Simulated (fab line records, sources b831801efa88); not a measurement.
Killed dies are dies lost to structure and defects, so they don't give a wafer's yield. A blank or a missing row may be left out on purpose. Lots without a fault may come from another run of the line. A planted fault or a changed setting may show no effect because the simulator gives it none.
Chamber matching | flow gf180mcu | GF_SAB_ETCH_11 on rie_diel-03: 4 sister chambers
The step etches SiO2 in C4F8/O2/Ar, target depth 55 nm, time 8.5 s. 22 wafers are shown with their chamber, then 11 later ones without.

WAFERS WITH THEIR CHAMBER
wafer  | chamber | oes_product_au (a.u.)
L074.2 | 2       | 1.013
L074.5 | 2       | 1.000
L074.6 | 1       | 1.020
L075.3 | 2       | 0.996
L075.4 | 1       | 0.993
L075.5 | 1       | 0.993
L076.2 | 0       | 0.981
L076.5 | 2       | 0.993
L076.6 | 3       | 0.998
L078.1 | 1       | 1.007
L078.2 | 0       | 0.984
L078.3 | 2       | 0.993
L078.4 | 3       | 0.993
L078.5 | 2       | 0.999
L078.6 | 3       | 0.996
L079.2 | 1       | 1.009
L079.5 | 2       | 1.000
L079.6 | 1       | 1.008
L081.1 | 0       | 0.984
L081.4 | 2       | 1.000
L081.6 | 0       | 0.982
L084.1 | 0       | 0.968

SIGNATURES (means of the wafers above)
reading        | chamber 0 | chamber 1 | chamber 2 | chamber 3 | scatter within a chamber
oes_product_au | 0.97980   | 1.00500   | 0.99925   | 0.99567   | 0.00751
Rule: a wafer's distance from a chamber is the root of the sum, over the readings, of the square of ((its reading less the chamber's mean) divided by the reading's scatter). The wafer belongs to the nearest chamber; if the next one is less than 2 further off, it can't be placed. The scatter: the root of (the sum of the squares of (reading less its chamber's mean) over the shown wafers, divided by (wafers less chambers)).

WAFERS WITHOUT THEIR CHAMBER
wafer  | oes_product_au (a.u.)
L084.3 | 0.996
L084.6 | 0.977
L087.3 | 1.010
L087.4 | 0.998
L087.5 | 0.998
L091.1 | 1.000
L091.2 | 0.995
L091.5 | 0.994
L095.2 | 0.996
L095.4 | 0.989
L095.5 | 0.995

WHICH CHAMBER EACH WENT THROUGH
wafer  | from the rows above               | in truth
L084.3 | can't be placed: 3 or 2 or 1      | 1
L084.6 | 0                                 | 0
L087.3 | can't be placed: 1 or 2 or 3      | 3
L087.4 | can't be placed: 2 or 3 or 1      | 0
L087.5 | can't be placed: 2 or 3 or 1      | 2
L091.1 | can't be placed: 2 or 3 or 1      | 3
L091.2 | can't be placed: 3 or 2 or 1 or 0 | 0
L091.5 | can't be placed: 3 or 2 or 1 or 0 | 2
L095.2 | can't be placed: 3 or 2 or 1      | 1
L095.4 | can't be placed: 3 or 0 or 2 or 1 | 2
L095.5 | can't be placed: 3 or 2 or 1 or 0 | 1
Placed correctly: 1 of 11. Can't be placed from these rows: 10 (the true chamber is among the candidates in 9). Placed wrongly: 0.
